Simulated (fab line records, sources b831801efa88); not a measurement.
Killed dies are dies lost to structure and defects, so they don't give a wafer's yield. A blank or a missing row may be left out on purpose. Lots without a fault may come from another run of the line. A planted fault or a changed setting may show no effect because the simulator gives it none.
fab line records | flow gf180mcu | part 1 of 2: steps 1 to 43 of 44
record lots=7 wafers=21 last_day=34
route steps=602 shown LVPWELL@62 MVSD@66 MVPSD@78 VT_IMPLANT@90 PASSIVATION@602
lots that met no fault: from a run of the same line without faults
start_h: hours from the record's first day to the start of the lot's first wafer shown | wait_h: hours since the lot's step before | " the same as in the row above | L1.1+2: a row that stands for several wafers | - no value, or no start given | * or withheld: withheld | < > ~ a bound
route shown NAME@n: a module of which the file shows steps, and the number in the route of the first | usual: mean/standard deviation of fault-free wafers | same: alike in all rows | chamber/n: place in a boat | sites: the reading at each site | _std_site: their standard deviation | _edge_site: outer sites' mean less inner sites' | radius_mm: how far each site lies from the wafer's centre | mask NAME#n: copy n | behind: the tool/chamber that last shaped the wafer | hold: why the lot was held/for how many hours/how that ended | device: the transistor (n, p or np) that didn't switch | end of line: the same wafers' tests at the end of the route | a step without rows: its recipe alone | killed: dies lost to structure and defects at the first sort, not the wafer's yield | map: a wafer's dies, x killed, . not, _ none there
set.NAME: the setting as run; set.NAME@STEP: as run at that earlier step | model.NAME: the simulator's own value behind a step, which no gauge read
lots at some steps of the route; a table a step, a row a wafer
services: from which hour (start_h, from the record's first day; less than 0 if before it) a tool's chamber was out of use, for how many hours, and why
## steps
# step GF_LVPWELL_IMPLANT_08
# recipe species=B energy_kev=170 dose_cm2=1.5e+13 tilt_deg=0
# step GF_LVPWELL_IMPLANT_09
# recipe species=B energy_kev=60 dose_cm2=5e+12 tilt_deg=0
# step GF_LVPWELL_STRIP_10
# recipe chemistry=O2/N2 power_w=1400 pressure_mtorr=1500 platen_temp_c=250 o2_flow_sccm=3000 n2_flow_sccm=300 overash_fraction=0.5
# usual chamber_pressure_mTorr=1500.0/1.4 drypump_motor_current_A=5.6/0.3 heater_power_w=326/28 oes_product_au=0.722/0.0044 strip_time_to_endpoint_s=37.00/0.11
# columns lot.wafer tool chamber start_h wait_h chamber_pressure_mTorr drypump_motor_current_A heater_power_w oes_product_au rf_hours_counter_h strip_time_to_endpoint_s
L500.3 plasma_asher-02 1 76.86 0.1 1501.0 6.2 376 0.732 - 37.11
L500.4 " 0 " " 1499.1 5.3 340 0.721 - 37.19
L500.6 " 0 " " 1501.1 5.2 339 0.728 - 37.18
L501.4 plasma_asher-04 1 81.70 0.1 1498.1 5.5 333 0.725 - 37.16
L501.5 " 0 " " 1499.6 5.6 293 0.713 - 37.11
L501.6 " 1 " " 1499.3 5.5 337 0.723 - 37.12
L508.1 plasma_asher-02 0 122.12 0.1 1500.9 5.3 332 0.716 45 36.94
L508.4 " 0 " " 1500.1 5.3 325 0.719 - 36.98
L508.6 " 1 " " 1497.0 6.2 375 0.720 - 36.92
L509.1 plasma_asher-04 1 126.46 0.1 1498.9 5.5 327 0.724 1 37.00
L509.4 " 0 " " 1502.4 5.6 305 0.722 - 36.95
L509.6 " 0 " " 1499.7 5.6 300 0.725 - 36.99
L510.2 plasma_asher-03 0 132.37 0.1 1500.2 5.7 330 0.723 28 36.99
L510.5 " 0 " " 1499.9 5.7 329 0.725 - 37.09
L510.6 " 1 " " 1503.0 5.5 280 0.716 - 37.16
L511.1 plasma_asher-02 1 141.16 0.1 1498.7 6.2 366 0.726 47 37.00
L511.2 " 0 " " 1500.4 5.3 328 0.720 47 36.98
L511.4 " 1 " " 1497.7 6.2 369 0.725 - 36.93
L520.1 plasma_asher-02 1 190.97 0.1 1499.7 6.2 373 0.718 50 36.97
L520.3 " 0 " " 1499.4 5.3 330 0.722 - 37.11
L520.5 " 0 " " 1499.1 5.3 330 0.719 - 36.99
# step GF_LVPWELL_TW_MEAS_11
# usual LVPWELL_TW=557/3.5
# columns lot.wafer tool chamber start_h wait_h LVPWELL_TW
L500.3 film_metro-04 - 76.94 0.1 561
L500.4 " - " " 563
L500.6 " - " " 562
L501.4 film_metro-04 - 81.80 0.1 562
L501.5 " - " " 561
L501.6 " - " " 560
L508.1 film_metro-02 - 122.22 0.1 558
L508.4 " - " " 559
L508.6 " - " " 557
L509.1 film_metro-01 - 126.56 0.1 559
L509.4 " - " " 554
L509.6 " - " " 555
L510.2 film_metro-04 - 132.48 0.1 559
L510.5 " - " " 557
L510.6 " - " " 558
L511.1 film_metro-02 - 141.26 0.1 557
L511.2 " - " " 554
L511.4 " - " " 557
L520.1 film_metro-04 - 191.07 0.1 561
L520.3 " - " " 559
L520.5 " - " " 556
# step GF_MVSD_DEHYDRATE_00
# recipe temp_c=200 time_s=60
# step GF_MVSD_HMDS_01
# recipe prime_time_s=60 prime_temp_c=120
# step GF_MVSD_COAT_02
# recipe spin_rpm=2000 resist_thk_nm=3000
# step GF_MVSD_SOFTBAKE_03
# recipe temp_c=110 time_s=withheld
# step GF_MVSD_EXPOSE_04
# recipe mask_id=MVSD target_cd_nm=1000 na=0.6 source_shape=conventional sigma_outer=0.6 dose_mj=260
# step GF_MVSD_PEB_05
# recipe temp_c=115 time_s=withheld
# step GF_MVSD_DEVELOP_06
# recipe wall_angle_deg=90 develop_time_s=60 dev_temp_c=23
# step GF_MVSD_OVL_MEAS_07
# usual MVSD_OVL=0.5/1.6
# columns lot.wafer tool chamber start_h wait_h MVSD_OVL[nm]
L500.3 overlay-02 - 90.89 - -2.6
L500.4 " - " " -1.3
L500.6 " - " " -2.3
L501.4 overlay-02 - 96.14 - 1.7
L501.5 " - " " 0.4
L501.6 " - " " -1.3
L508.1 overlay-01 - 137.77 - 0.6
L508.4 " - " " 0.0
L508.6 " - " " 0.5
L509.1 overlay-02 - 142.58 - -1.8
L509.4 " - " " -1.3
L509.6 " - " " -0.4
L510.2 overlay-01 - 148.04 - 3.1
L510.5 " - " " 1.9
L510.6 " - " " 0.9
L511.1 overlay-01 - 157.52 - 1.0
L511.2 " - " " 3.0
L511.4 " - " " 1.7
L520.1 overlay-01 - 208.52 - 1.2
L520.3 " - " " 2.7
L520.5 " - " " 1.9
# step GF_MVSD_IMPLANT_08
# recipe species=P energy_kev=400 dose_cm2=1.6e+13 tilt_deg=0
# usual beam_on_s=9.99/0.19 dose_ions_cm2=1.6e+13/2e+10 faraday_current_uA=90.3/1.7
# columns lot.wafer tool chamber start_h wait_h beam_on_s dose_ions_cm2 faraday_current_uA
L500.3 implanter-04 0 91.04 0.1 10.19 1.5995e+13 88.2
L500.4 " 0 " " 10.08 1.6005e+13 89.6
L500.6 " 0 " " 10.13 1.5991e+13 89.0
L501.4 implanter-02 0 96.24 0.1 10.16 1.6005e+13 89.2
L501.5 " 0 " " 9.97 1.5992e+13 90.4
L501.6 " 0 " " 10.19 1.6021e+13 88.3
L508.1 implanter-02 0 137.81 0.0 11.80 2.8621e+13 136.2
L508.4 " 0 " " 11.66 2.8596e+13 137.8
L508.6 " 0 " " 11.57 2.8611e+13 139.4
L509.1 implanter-02 0 142.62 0.0 11.56 2.859e+13 139.1
L509.4 " 0 " " 11.87 2.858e+13 135.8
L509.6 " 0 " " 11.67 2.8615e+13 138.1
L510.2 implanter-04 0 148.09 0.0 9.79 1.601e+13 92.1
L510.5 " 0 " " 9.99 1.6012e+13 90.1
L510.6 " 0 " " 10.21 1.6032e+13 88.3
L511.1 implanter-02 0 157.56 0.0 11.90 2.8609e+13 135.5
L511.2 " 0 " " 11.84 2.8621e+13 136.3
L511.4 " 0 " " 11.54 2.862e+13 140.2
L520.1 implanter-04 0 208.56 0.0 9.99 1.6004e+13 90.0
L520.3 " 0 " " 10.08 1.601e+13 89.7
L520.5 " 0 " " 10.08 1.6038e+13 89.8
# step GF_MVSD_IMPLANT_09
# recipe species=P energy_kev=100 dose_cm2=5e+12 tilt_deg=0
# step GF_MVSD_STRIP_10
# recipe chemistry=O2/N2 power_w=1400 pressure_mtorr=1500 platen_temp_c=250 o2_flow_sccm=3000 n2_flow_sccm=300 overash_fraction=0.5
# usual chamber_pressure_mTorr=1500.2/1.4 drypump_motor_current_A=5.58/0.26 heater_power_w=329/36 oes_product_au=0.723/0.0045 strip_time_to_endpoint_s=36.96/0.1
# columns lot.wafer tool chamber start_h wait_h chamber_pressure_mTorr drypump_motor_current_A heater_power_w oes_product_au rf_hours_counter_h strip_time_to_endpoint_s
L500.3 plasma_asher-01 1 91.32 0.1 1498.0 5.27 328 0.728 - 36.89
L500.4 " 0 " " 1499.6 5.56 383 0.727 - 37.03
L500.6 " 1 " " 1496.9 5.27 326 0.723 - 37.07
L501.4 plasma_asher-03 0 96.50 0.1 1499.8 5.70 330 0.721 - 36.89
L501.5 " 0 " " 1499.0 5.74 324 0.719 - 36.95
L501.6 " 1 " " 1501.1 5.48 273 0.718 - 36.96
L508.1 plasma_asher-02 1 138.11 0.1 1501.3 6.21 360 0.725 46 36.95
L508.4 " 0 " " 1503.5 5.28 335 0.720 - 37.02
L508.6 " 0 " " 1499.8 5.25 335 0.724 - 36.96
L509.1 plasma_asher-03 0 142.92 0.1 1499.9 5.71 326 0.722 29 37.08
L509.4 " 0 " " 1500.5 5.71 333 0.720 - 37.07
L509.6 " 1 " " 1498.7 5.53 274 0.727 - 37.17
L510.2 plasma_asher-02 0 148.37 0.1 1502.1 5.28 339 0.721 47 36.90
L510.5 " 0 " " 1497.9 5.26 342 0.723 - 36.91
L510.6 " 1 " " 1503.9 6.17 377 0.723 - 36.92
L511.1 plasma_asher-03 1 157.86 0.1 1499.3 5.52 279 0.722 31 37.02
L511.2 " 0 " " 1498.7 5.69 331 0.727 31 37.11
L511.4 " 1 " " 1501.6 5.55 275 0.720 - 37.08
L520.1 plasma_asher-03 1 208.86 0.1 1501.1 5.54 277 0.724 36 36.92
L520.3 " 1 " " 1500.4 5.52 274 0.724 - 37.02
L520.5 " 1 " " 1500.0 5.53 282 0.733 - 37.03
# step GF_MVSD_TW_MEAS_11
# usual MVSD_TW=1571/12
# columns lot.wafer tool chamber start_h wait_h MVSD_TW
L500.3 film_metro-01 - 91.41 0.1 1590
L500.4 " - " " 1588
L500.6 " - " " 1584
L501.4 film_metro-02 - 96.59 0.1 1574
L501.5 " - " " 1575
L501.6 " - " " 1572
L508.1 film_metro-02 - 138.21 0.1 1860
L508.4 " - " " 1853
L508.6 " - " " 1854
L509.1 film_metro-01 - 143.02 0.1 1846
L509.4 " - " " 1856
L509.6 " - " " 1854
L510.2 film_metro-01 - 148.48 0.1 1563
L510.5 " - " " 1566
L510.6 " - " " 1576
L511.1 film_metro-01 - 157.96 0.1 1854
L511.2 " - " " 1859
L511.4 " - " " 1851
L520.1 film_metro-01 - 208.96 0.1 1553
L520.3 " - " " 1555
L520.5 " - " " 1544
# step GF_MVPSD_DEHYDRATE_00
# recipe temp_c=200 time_s=60
# step GF_MVPSD_HMDS_01
# recipe prime_time_s=60 prime_temp_c=120
# step GF_MVPSD_COAT_02
# recipe spin_rpm=2000 resist_thk_nm=3000
# step GF_MVPSD_SOFTBAKE_03
# recipe temp_c=110 time_s=withheld
# step GF_MVPSD_EXPOSE_04
# recipe mask_id=MVPSD target_cd_nm=1000 na=0.6 source_shape=conventional sigma_outer=0.6 dose_mj=260
# step GF_MVPSD_PEB_05
# recipe temp_c=115 time_s=withheld
# step GF_MVPSD_DEVELOP_06
# recipe wall_angle_deg=90 develop_time_s=60 dev_temp_c=23
# step GF_MVPSD_OVL_MEAS_07
# usual MVPSD_OVL=0.4/1.4
# columns lot.wafer tool chamber start_h wait_h MVPSD_OVL[nm]
L500.3 overlay-01 - 106.34 - 3.2
L500.4 " - " " 0.4
L500.6 " - " " 0.7
L501.4 overlay-01 - 111.35 - -0.8
L501.5 " - " " -1.3
L501.6 " - " " 0.9
L508.1 overlay-01 - 154.02 - 2.9
L508.4 " - " " 0.9
L508.6 " - " " 1.2
L509.1 overlay-01 - 159.49 - -1.1
L509.4 " - " " 0.4
L509.6 " - " " 1.5
L510.2 overlay-02 - 164.93 - 0.6
L510.5 " - " " 1.1
L510.6 " - " " -0.1
L511.1 overlay-01 - 174.24 - 2.3
L511.2 " - " " 2.1
L511.4 " - " " 2.4
L520.1 overlay-01 - 227.22 - 1.2
L520.3 " - " " -0.7
L520.5 " - " " 1.7
# step GF_MVPSD_IMPLANT_08
# recipe species=B energy_kev=170 dose_cm2=1.5e+13 tilt_deg=0
# step GF_MVPSD_IMPLANT_09
# recipe species=B energy_kev=40 dose_cm2=5e+12 tilt_deg=0
# step GF_MVPSD_STRIP_10
# recipe chemistry=O2/N2 power_w=1400 pressure_mtorr=1500 platen_temp_c=250 o2_flow_sccm=3000 n2_flow_sccm=300 overash_fraction=0.5
# usual chamber_pressure_mTorr=1500.1/1.3 drypump_motor_current_A=5.49/0.21 heater_power_w=341/28 oes_product_au=0.722/0.005 strip_time_to_endpoint_s=36.94/0.1
# columns lot.wafer tool chamber start_h wait_h chamber_pressure_mTorr drypump_motor_current_A heater_power_w oes_product_au rf_hours_counter_h strip_time_to_endpoint_s
L500.3 plasma_asher-01 1 106.69 0.1 1502.0 5.25 323 0.721 - 36.88
L500.4 " 0 " " 1501.9 5.58 381 0.717 - 36.86
L500.6 " 1 " " 1499.5 5.26 335 0.714 - 36.94
L501.4 plasma_asher-01 1 111.81 0.2 1498.9 5.26 327 0.721 - 36.93
L501.5 " 1 " " 1499.7 5.25 328 0.721 - 36.75
L501.6 " 0 " " 1499.3 5.58 375 0.718 - 36.93
L508.1 plasma_asher-04 0 154.36 0.1 1502.4 5.64 304 0.718 4 37.13
L508.4 " 0 " " 1500.8 5.62 301 0.723 - 37.12
L508.6 " 0 " " 1497.2 5.63 306 0.726 - 37.19
L509.1 plasma_asher-04 1 159.82 0.1 1501.6 5.48 331 0.714 4 36.99
L509.4 " 0 " " 1498.0 5.62 306 0.727 - 36.98
L509.6 " 0 " " 1500.4 5.62 296 0.723 - 36.93
L510.2 plasma_asher-01 1 165.26 0.1 1499.8 5.26 337 0.724 53 37.04
L510.5 " 0 " " 1500.8 5.58 389 0.718 - 36.99
L510.6 " 1 " " 1498.8 5.26 333 0.724 - 36.88
L511.1 plasma_asher-01 1 174.57 0.1 1499.3 5.25 321 0.723 54 36.73
L511.2 " 0 " " 1500.5 5.56 378 0.724 54 36.70
L511.4 " 1 " " 1501.1 5.24 316 0.720 - 36.75
L520.1 plasma_asher-01 1 227.56 0.1 1499.9 5.24 331 0.721 60 36.90
L520.3 " 0 " " 1500.9 5.56 384 0.722 - 36.95
L520.5 " 1 " " 1500.6 5.24 332 0.722 - 37.03
# step GF_MVPSD_TW_MEAS_11
# usual MVPSD_TW=550/3.3
# columns lot.wafer tool chamber start_h wait_h MVPSD_TW
L500.3 film_metro-04 - 106.78 0.1 554
L500.4 " - " " 555
L500.6 " - " " 552
L501.4 film_metro-01 - 111.91 0.1 550
L501.5 " - " " 543
L501.6 " - " " 550
L508.1 film_metro-01 - 154.46 0.1 549
L508.4 " - " " 550
L508.6 " - " " 544
L509.1 film_metro-02 - 159.92 0.1 554
L509.4 " - " " 552
L509.6 " - " " 554
L510.2 film_metro-01 - 165.37 0.1 547
L510.5 " - " " 547
L510.6 " - " " 548
L511.1 film_metro-02 - 174.67 0.1 548
L511.2 " - " " 551
L511.4 " - " " 550
L520.1 film_metro-04 - 227.66 0.1 554
L520.3 " - " " 551
L520.5 " - " " 555
# step GF_VT_IMPLANT_DEHYDRATE_00
# recipe temp_c=200 time_s=60
# step GF_VT_IMPLANT_HMDS_01
# recipe prime_time_s=60 prime_temp_c=120
# step GF_VT_IMPLANT_COAT_02
# recipe resist=NOVOLAK spin_rpm=3000 resist_thk_nm=1000
# step GF_VT_IMPLANT_SOFTBAKE_03
# recipe temp_c=90 time_s=60 resist=NOVOLAK
# step GF_VT_IMPLANT_EXPOSE_04
# recipe mask_id=LVPWELL_LV_AREA target_cd_nm=600 na=0.6 source_shape=conventional sigma_outer=0.6 dose_mj=140
# step GF_VT_IMPLANT_PEB_05
# recipe temp_c=withheld time_s=* resist=NOVOLAK
# step GF_VT_IMPLANT_DEVELOP_06
# recipe develop_time_s=60 dev_temp_c=23
# step GF_VT_IMPLANT_OVL_MEAS_07
# usual VT_IMPLANT_OVL=1.1/1.2
# columns lot.wafer tool chamber start_h wait_h VT_IMPLANT_OVL[nm]
L500.3 overlay-02 - 121.74 0.1 1.4
L500.4 " - " " 2.8
L500.6 " - " " 1.8
L501.4 overlay-02 - 127.24 0.1 2.5
L501.5 " - " " 0.4
L501.6 " - " " 1.3
L508.1 overlay-02 - 170.92 0.1 3.5
L508.4 " - " " 1.1
L508.6 " - " " 2.3
L509.1 overlay-01 - 177.57 0.1 3.2
L509.4 " - " " 2.2
L509.6 " - " " 1.3
L510.2 overlay-02 - 181.99 0.1 -0.9
L510.5 " - " " 1.2
L510.6 " - " " -0.5
L511.1 overlay-01 - 191.77 0.1 1.3
L511.2 " - " " 2.0
L511.4 " - " " 0.0
L520.1 overlay-01 - 245.88 0.1 2.7
L520.3 " - " " 0.1
L520.5 " - " " -0.8
# step GF_VT_IMPLANT_IMPLANT_08
# recipe species=BF2 energy_kev=20 dose_cm2=8.29e+12 tilt_deg=7
# step GF_VT_IMPLANT_STRIP_09
# recipe chemistry=O2/N2 power_w=1400 pressure_mtorr=1500 platen_temp_c=250 o2_flow_sccm=3000 n2_flow_sccm=300 overash_fraction=0.5
# usual chamber_pressure_mTorr=1499.8/1.2 drypump_motor_current_A=5.57/0.13 heater_power_w=317/30 oes_product_au=0.716/0.0046 strip_time_to_endpoint_s=12.63/0.038
# columns lot.wafer tool chamber start_h wait_h chamber_pressure_mTorr drypump_motor_current_A heater_power_w oes_product_au rf_hours_counter_h strip_time_to_endpoint_s
L500.3 plasma_asher-04 0 121.94 0.1 1500.3 5.63 297 0.718 - 12.60
L500.4 " 1 " " 1498.7 5.51 339 0.716 - 12.56
L500.6 " 1 " " 1500.6 5.48 331 0.718 - 12.65
L501.4 plasma_asher-01 1 127.44 0.1 1497.9 5.25 325 0.725 - 12.67
L501.5 " 1 " " 1498.2 5.26 324 0.710 - 12.68
L501.6 " 0 " " 1500.0 5.59 382 0.712 - 12.61
L508.1 plasma_asher-03 0 171.11 0.1 1499.0 5.69 325 0.721 32 12.66
L508.4 " 0 " " 1499.4 5.68 320 0.713 - 12.65
L508.6 " 1 " " 1500.5 5.50 277 0.711 - 12.66
L509.1 plasma_asher-03 0 177.76 0.1 1501.4 5.70 332 0.714 33 12.59
L509.4 " 1 " " 1501.7 5.49 280 0.724 - 12.63
L509.6 " 1 " " 1499.0 5.51 268 0.717 - 12.60
L510.2 plasma_asher-03 0 182.17 0.1 1501.5 5.69 330 0.710 33 12.60
L510.5 " 1 " " 1498.6 5.50 278 0.717 - 12.67
L510.6 " 0 " " 1498.8 5.69 322 0.713 - 12.64
L511.1 plasma_asher-03 0 191.96 0.1 1500.0 5.70 326 0.713 35 12.65
L511.2 " 1 " " 1498.3 5.48 282 0.703 35 12.65
L511.4 " 1 " " 1501.0 5.50 285 0.714 - 12.64
L520.1 plasma_asher-04 1 246.07 0.1 1498.5 5.50 334 0.721 15 12.66
L520.3 " 1 " " 1498.5 5.47 328 0.708 - 12.66
L520.5 " 0 " " 1497.5 5.63 302 0.712 - 12.66
# step GF_VT_IMPLANT_TW_MEAS_10
# usual VT_IMPLANT_TW=562/3
# columns lot.wafer tool chamber start_h wait_h VT_IMPLANT_TW
L500.3 film_metro-04 - 122.03 0.1 563
L500.4 " - " " 562
L500.6 " - " " 561
L501.4 film_metro-03 - 127.54 0.1 559
L501.5 " - " " 560
L501.6 " - " " 557
L508.1 film_metro-04 - 171.21 0.1 562
L508.4 " - " " 561
L508.6 " - " " 564
L509.1 film_metro-03 - 177.86 0.1 562
L509.4 " - " " 562
L509.6 " - " " 562
L510.2 film_metro-03 - 182.28 0.1 562
L510.5 " - " " 563
L510.6 " - " " 560
L511.1 film_metro-03 - 192.06 0.1 562
L511.2 " - " " 558
L511.4 " - " " 561
L520.1 film_metro-02 - 246.17 0.1 558
L520.3 " - " " 557
L520.5 " - " " 555
# step GF_VT_IMPLANT_DEHYDRATE_11
# recipe temp_c=200 time_s=60
# step GF_VT_IMPLANT_HMDS_12
# recipe prime_time_s=60 prime_temp_c=120
# step GF_VT_IMPLANT_COAT_13
# recipe resist=NOVOLAK spin_rpm=3000 resist_thk_nm=1000
# step GF_VT_IMPLANT_RS_MEAS_46
# recipe thk_meas_gauge=four-point-probe
# usual MVSD_RS=456.9/1.4
# columns lot.wafer tool chamber start_h wait_h MVSD_RS[ohm/sq]
L500.3 film_metro-02 - 170.81 0.1 458.3
L500.4 " - " " 458.1
L500.6 " - " " 458.6
L501.4 film_metro-01 - 178.30 0.1 455.3
L501.5 " - " " 454.5
L501.6 " - " " 455.4
L508.1 film_metro-01 - 225.03 0.1 349.4
L508.4 " - " " 349.9
L508.6 " - " " 349.7
L509.1 film_metro-01 - 231.83 0.1 350.0
L509.4 " - " " 349.3
L509.6 " - " " 349.6
L510.2 film_metro-01 - 235.70 0.1 453.3
L510.5 " - " " 453.2
L510.6 " - " " 454.3
L511.1 film_metro-04 - 246.68 0.1 351.8
L511.2 " - " " 351.0
L511.4 " - " " 351.5
L520.1 film_metro-04 - 307.03 0.1 457.0
L520.3 " - " " 457.6
L520.5 " - " " 456.1
## key
first_sign step=GF_MVSD_IMPLANT_08 reading=dose_ions_cm2 direction=up sigmas=99+ usual=1.6e+13 struck=2.8607e+13
effect step=GF_MVSD_IMPLANT_08 reading=faraday_current_uA direction=up sigmas=28 usual=90.3 struck=137.6
effect step=GF_MVSD_TW_MEAS_11 reading=MVSD_TW direction=up sigmas=23 usual=1571 struck=1854
effect step=GF_VT_IMPLANT_RS_MEAS_46 reading=MVSD_RS direction=down sigmas=74 usual=456.9 struck=350.2
model_effect step=GF_PASSIVATION_PROBE_99 value=etest.ldnmos_10p0.r_on_ohm_um without=3797 struck=3344
met_at GF_MVSD_IMPLANT_08
struck_wafers L508.1,L508.4,L508.6,L509.1,L509.4,L509.6,L511.1,L511.2,L511.4
tester_left_out L508,L509,L511
onset_between 96.24 137.81
fault kind=process_parameter_drift tool=implanter-02 chamber=- onset_h=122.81 steps=GF_MVSD_IMPLANT_08 channel=dose_cm2 offset=1.2612e+13 shape=step end_h=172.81 acts_in=these_recipes_only stated=1.6e+13
# tester_left_out: of these lots the tester's yield and bins aren't shown, on N5 and GAA mostly nor the transistor test; their killed dies are dies lost to structure and defects alone, not to doping, threshold or leakage, so they don't give the yield
